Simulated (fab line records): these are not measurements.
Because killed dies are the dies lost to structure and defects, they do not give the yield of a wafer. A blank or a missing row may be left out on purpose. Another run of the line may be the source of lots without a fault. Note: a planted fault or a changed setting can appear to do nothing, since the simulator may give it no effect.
Matching of chambers || flow gf180mcu || GF_V4_CVD_02 on pecvd-01 has 3 sister chambers
The step deposits SiO2 from TEOS, target thk 850 nm, time 94.851 s. 3 wafers are shown with their chamber, then 9 later ones without.

WAFERS PAIRED WITH THEIR CHAMBERS
{"wafer": "L083.6", "chamber": 1, "heaterPowerW (W)": 634}
{"wafer": "L084.3", "chamber": 2, "heaterPowerW (W)": 697}
{"wafer": "L084.4", "chamber": 0, "heaterPowerW (W)": 612}

WAFERS WITHOUT THEIR CHAMBER
{"wafer": "L089.1", "heaterPowerW (W)": 542}
{"wafer": "L089.3", "heaterPowerW (W)": 589}
{"wafer": "L089.6", "heaterPowerW (W)": 647}
{"wafer": "L090.2", "heaterPowerW (W)": 679}
{"wafer": "L090.3", "heaterPowerW (W)": 636}
{"wafer": "L090.5", "heaterPowerW (W)": 717}
{"wafer": "L094.2", "heaterPowerW (W)": 695}
{"wafer": "L094.3", "heaterPowerW (W)": 736}
{"wafer": "L094.5", "heaterPowerW (W)": 653}

EACH ONE'S CHAMBER
{"wafer": "L089.1", "from the rows above": "can't be placed: 0 or 1", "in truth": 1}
{"wafer": "L089.3", "from the rows above": "can't be placed: 0 or 1", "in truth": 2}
{"wafer": "L089.6", "from the rows above": "can't be placed: 1 or 0 or 2", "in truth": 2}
{"wafer": "L090.2", "from the rows above": "can't be placed: 2 or 1 or 0", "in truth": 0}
{"wafer": "L090.3", "from the rows above": "can't be placed: 1 or 0 or 2", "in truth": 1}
{"wafer": "L090.5", "from the rows above": 2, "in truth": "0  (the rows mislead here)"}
{"wafer": "L094.2", "from the rows above": "can't be placed: 2 or 1", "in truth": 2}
{"wafer": "L094.3", "from the rows above": 2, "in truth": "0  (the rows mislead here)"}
{"wafer": "L094.5", "from the rows above": "can't be placed: 1 or 0 or 2", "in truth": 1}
Correctly placed: 0 of 9. Cannot be placed on the basis of these rows: 7; the candidates contain the true chamber in 6. Wrongly placed: 2.
How it was worked out, from the rows above alone: a wafer's distance from a chamber is the root of the sum, over the readings, of the square of ((its reading less the chamber's mean) divided by the reading's scatter). The wafer belongs to the nearest chamber; if the next one is less than 2 further off, it can't be placed. A chamber's mean is the mean of its shown wafers. The scatter (one wafer shown for each chamber): square how far every hidden wafer sits from the nearest shown wafer, average those squares and take the square root.
